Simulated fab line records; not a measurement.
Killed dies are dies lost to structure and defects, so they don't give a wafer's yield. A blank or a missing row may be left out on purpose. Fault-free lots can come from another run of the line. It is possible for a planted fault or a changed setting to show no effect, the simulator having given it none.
The tool behind it: which one? / flow gf180mcu / 13 lots, 39 wafers sampled, at 5 steps of a route of 602

== WHAT EACH GAUGE READ, for each wafer ==
GF_VT_IMPLANT_OVL_MEAS_07.
lot=L317; measured=day 5 14:48; on=overlay-01; VT_IMPLANT_OVL (nm)=1.6 2.1 0.8
lot=L318; measured=day 5 20:43; on=overlay-01; VT_IMPLANT_OVL (nm)=0.8 -0.9 0.0
lot=L319; measured=day 6 02:59; on=overlay-01; VT_IMPLANT_OVL (nm)=-0.2 -1.6 -0.1
lot=L320; measured=day 6 09:50; on=overlay-01; VT_IMPLANT_OVL (nm)=-1.1 -1.7 0.2
lot=L321; measured=day 6 14:35; on=overlay-02; VT_IMPLANT_OVL (nm)=-1.3 0.3 0.4
lot=L324; measured=day 7 10:35; on=overlay-01; VT_IMPLANT_OVL (nm)=-94.9 -96.4 -97.1
lot=L325; measured=day 7 15:50; on=overlay-01; VT_IMPLANT_OVL (nm)=-94.5 -96.1 -97.7
lot=L328; measured=day 8 08:29; on=overlay-01; VT_IMPLANT_OVL (nm)=-97.5 -98.0 -98.6
lot=L330; measured=day 8 23:28; on=overlay-02; VT_IMPLANT_OVL (nm)=0.5 0.5 -1.4
lot=L332; measured=day 9 13:50; on=overlay-01; VT_IMPLANT_OVL (nm)=1.8 -0.5 -0.6
lot=L334; measured=day 10 02:53; on=overlay-02; VT_IMPLANT_OVL (nm)=-1.6 -1.6 -1.9
lot=L337; measured=day 10 17:45; on=overlay-01; VT_IMPLANT_OVL (nm)=-0.3 -0.6 -1.0
lot=L338; measured=day 10 22:12; on=overlay-02; VT_IMPLANT_OVL (nm)=-1.4 1.9 0.5

GF_SALICIDE_THK_MEAS_05: measures by xrf.
lot=L317; measured=day 15 08:55; on=film metro-03; SALICIDE_TIN_THK (nm)=19.84 20.05 20.07
lot=L318; measured=day 15 22:46; on=film metro-02; SALICIDE_TIN_THK (nm)=19.59 19.83 19.60
lot=L319; measured=day 16 10:41; on=film metro-02; SALICIDE_TIN_THK (nm)=19.94 19.78 20.03
lot=L320; measured=day 16 22:18; on=film metro-02; SALICIDE_TIN_THK (nm)=19.73 19.99 19.75
lot=L321; measured=day 16 23:30; on=film metro-02; SALICIDE_TIN_THK (nm)=19.94 19.97 19.77
lot=L324; measured=day 18 01:11; on=film metro-03; SALICIDE_TIN_THK (nm)=19.92 19.78 19.82
lot=L325; measured=day 18 01:00; on=film metro-03; SALICIDE_TIN_THK (nm)=20.12 19.97 20.30
lot=L328; measured=day 19 06:30; on=film metro-02; SALICIDE_TIN_THK (nm)=20.05 20.29 20.41
lot=L330; measured=day 19 20:39; on=film metro-03; SALICIDE_TIN_THK (nm)=20.43 20.05 20.28
lot=L332; measured=day 20 16:34; on=film metro-01; SALICIDE_TIN_THK (nm)=19.92 20.23 20.23
lot=L334; measured=day 21 09:36; on=film metro-02; SALICIDE_TIN_THK (nm)=19.80 20.02 20.02
lot=L337; measured=day 22 07:13; on=film metro-01; SALICIDE_TIN_THK (nm)=20.01 20.12 20.28
lot=L338; measured=day 22 09:41; on=film metro-01; SALICIDE_TIN_THK (nm)=19.87 19.98 20.09

GF_CONTACT_BOW_MEAS_05.
lot=L317; measured=day 15 09:49; on=film metro-02; CONTACT_BOW (um)=63 69 76
lot=L318; measured=day 15 23:38; on=film metro-02; CONTACT_BOW (um)=68 60 67
lot=L319; measured=day 16 11:35; on=film metro-04; CONTACT_BOW (um)=75 64 78
lot=L320; measured=day 16 23:11; on=film metro-01; CONTACT_BOW (um)=73 75 72
lot=L321; measured=day 17 00:23; on=film metro-01; CONTACT_BOW (um)=57 67 44
lot=L324; measured=day 18 02:11; on=film metro-04; CONTACT_BOW (um)=75 63 61
lot=L325; measured=day 18 01:53; on=film metro-02; CONTACT_BOW (um)=68 68 61
lot=L328; measured=day 19 07:41; on=film metro-01; CONTACT_BOW (um)=65 57 78
lot=L330; measured=day 19 21:34; on=film metro-01; CONTACT_BOW (um)=58 66 70
lot=L332; measured=day 20 17:28; on=film metro-02; CONTACT_BOW (um)=65 63 66
lot=L334; measured=day 21 10:29; on=film metro-02; CONTACT_BOW (um)=62 70 64
lot=L337; measured=day 22 08:07; on=film metro-02; CONTACT_BOW (um)=74 56 65
lot=L338; measured=day 22 10:41; on=film metro-02; CONTACT_BOW (um)=66 57 64

== TOOL THAT RAN EACH LOT (tool first, then ch and the chambers of the sampled wafers, then the start) ==
lot=L317; GF_VT_IMPLANT_EXPOSE_04=iline stepper-01 ch 0, day 5 07:41; GF_DUAL_GATE_STRIP_13=plasma asher-02 ch 0,1, day 8 09:55
lot=L318; GF_VT_IMPLANT_EXPOSE_04=iline stepper-01 ch 0, day 5 13:29; GF_DUAL_GATE_STRIP_13=plasma asher-03 ch 0,1, day 8 18:46
lot=L319; GF_VT_IMPLANT_EXPOSE_04=iline stepper-01 ch 0, day 5 20:05; GF_DUAL_GATE_STRIP_13=plasma asher-02 ch 0,1, day 9 02:23
lot=L320; GF_VT_IMPLANT_EXPOSE_04=iline stepper-02 ch 0, day 6 02:13; GF_DUAL_GATE_STRIP_13=plasma asher-04 ch 0,1, day 9 10:37
lot=L321; GF_VT_IMPLANT_EXPOSE_04=iline stepper-02 ch 0, day 6 07:29; GF_DUAL_GATE_STRIP_13=plasma asher-03 ch 0,1, day 9 10:50
lot=L324; GF_VT_IMPLANT_EXPOSE_04=iline stepper-02 ch 0, day 7 02:53; GF_DUAL_GATE_STRIP_13=plasma asher-03 ch 0,1, day 10 11:31
lot=L325; GF_VT_IMPLANT_EXPOSE_04=iline stepper-02 ch 0, day 7 08:38; GF_DUAL_GATE_STRIP_13=plasma asher-04 ch 0,1, day 10 11:54
lot=L328; GF_VT_IMPLANT_EXPOSE_04=iline stepper-02 ch 0, day 8 01:39; GF_DUAL_GATE_STRIP_13=plasma asher-04 ch 0,1, day 11 10:17
lot=L330; GF_VT_IMPLANT_EXPOSE_04=iline stepper-01 ch 0, day 8 16:23; GF_DUAL_GATE_STRIP_13=plasma asher-02 ch 0,1, day 12 00:47
lot=L332; GF_VT_IMPLANT_EXPOSE_04=iline stepper-01 ch 0, day 9 05:47; GF_DUAL_GATE_STRIP_13=plasma asher-02 ch 0,1, day 12 13:31
lot=L334; GF_VT_IMPLANT_EXPOSE_04=iline stepper-01 ch 0, day 9 18:29; GF_DUAL_GATE_STRIP_13=plasma asher-02 ch 0,1, day 13 09:24
lot=L337; GF_VT_IMPLANT_EXPOSE_04=iline stepper-01 ch 0, day 10 09:20; GF_DUAL_GATE_STRIP_13=plasma asher-04 ch 0,1, day 14 03:04
lot=L338; GF_VT_IMPLANT_EXPOSE_04=iline stepper-01 ch 0, day 10 14:07; GF_DUAL_GATE_STRIP_13=plasma asher-03 ch 0,1, day 14 06:29
- GF_VT_IMPLANT_EXPOSE_04: exposes mask LVPWELL LV AREA, target cd 600 nm.
- GF_DUAL_GATE_STRIP_13: strips in O2/N2.

== AS READ BY THE TOOLS THEMSELVES (means over the sampled wafers that have a number; for cases with no such wafer, the mark the record gives instead) ==
GF_DUAL_GATE_STRIP_13.
lot=L317; tool=plasma asher-02; drypump motor current A (A)=5.3; heater power w (W)=348; oes product au (a.u.)=0.716; strip time to endpoint s (s)=12.65
lot=L318; tool=plasma asher-03; drypump motor current A (A)=6.1; heater power w (W)=385; oes product au (a.u.)=0.720; strip time to endpoint s (s)=12.61
lot=L319; tool=plasma asher-02; drypump motor current A (A)=5.2; heater power w (W)=332; oes product au (a.u.)=0.717; strip time to endpoint s (s)=12.65
lot=L320; tool=plasma asher-04; drypump motor current A (A)=5.5; heater power w (W)=321; oes product au (a.u.)=0.709; strip time to endpoint s (s)=12.64
lot=L321; tool=plasma asher-03; drypump motor current A (A)=6.1; heater power w (W)=384; oes product au (a.u.)=0.717; strip time to endpoint s (s)=12.62
lot=L324; tool=plasma asher-03; drypump motor current A (A)=6.1; heater power w (W)=388; oes product au (a.u.)=0.713; strip time to endpoint s (s)=12.67
lot=L325; tool=plasma asher-04; drypump motor current A (A)=5.5; heater power w (W)=325; oes product au (a.u.)=0.716; strip time to endpoint s (s)=12.62
lot=L328; tool=plasma asher-04; drypump motor current A (A)=5.5; heater power w (W)=326; oes product au (a.u.)=0.716; strip time to endpoint s (s)=12.62
lot=L330; tool=plasma asher-02; drypump motor current A (A)=5.3; heater power w (W)=345; oes product au (a.u.)=0.714; strip time to endpoint s (s)=12.71
lot=L332; tool=plasma asher-02; drypump motor current A (A)=5.3; heater power w (W)=335; oes product au (a.u.)=0.710; strip time to endpoint s (s)=12.65
lot=L334; tool=plasma asher-02; drypump motor current A (A)=5.2; heater power w (W)=336; oes product au (a.u.)=0.716; strip time to endpoint s (s)=12.64
lot=L337; tool=plasma asher-04; drypump motor current A (A)=5.5; heater power w (W)=323; oes product au (a.u.)=0.715; strip time to endpoint s (s)=12.60
lot=L338; tool=plasma asher-03; drypump motor current A (A)=5.9; heater power w (W)=396; oes product au (a.u.)=0.714; strip time to endpoint s (s)=12.60

== THE ANSWER, worked out from the rows above alone ==
Rule: the usual values come from the lots themselves. The widest of any qualifying gaps counts: lots, ordered by their means at a reading, are off when they make up no more than a third of the lots, leave a main group of 4 or more, and stand apart from it by 3 or more times the standard deviation of that group's means. A main group whose means are all the same, to the digits that the tables above print for the reading, isn't used. A lot without any number at a reading at which 4 lots or more have one is off too. Any other lot the step has rows for is counted as sound. Order of review: gauges by route order, followed by the tools' own readings, for which a lot's mean as printed above is used. At the first step where some lot is off, the reading lying furthest off is the one used; lots without a number count as furthest.
Off: L324, L325, L328, seen at GF_VT_IMPLANT_OVL_MEAS_07 (VT_IMPLANT_OVL). Mean -0.2 nm and standard deviation 0.8 in the main group.
A tool fits if, at a process step before that reading, it ran every lot that is off, and no sound lot after the first of them. Gauges at GF_VT_IMPLANT_OVL_MEAS_07: tried the same way as those tools. One fits: GF_VT_IMPLANT_EXPOSE_04 on iline stepper-02. A fault onset in the window from L321 (day 6 07:29, its last sound lot) to L324 (day 7 02:53, its first lot off) fits.

== WHAT THE SIMULATOR HAD PUT IN ==
Scanner matching overlay: iline stepper-02, from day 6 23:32 on, at GF_VT_IMPLANT_EXPOSE_04. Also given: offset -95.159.
Shown lots that were struck: L324, L325, L328. The same result came from the rule above.
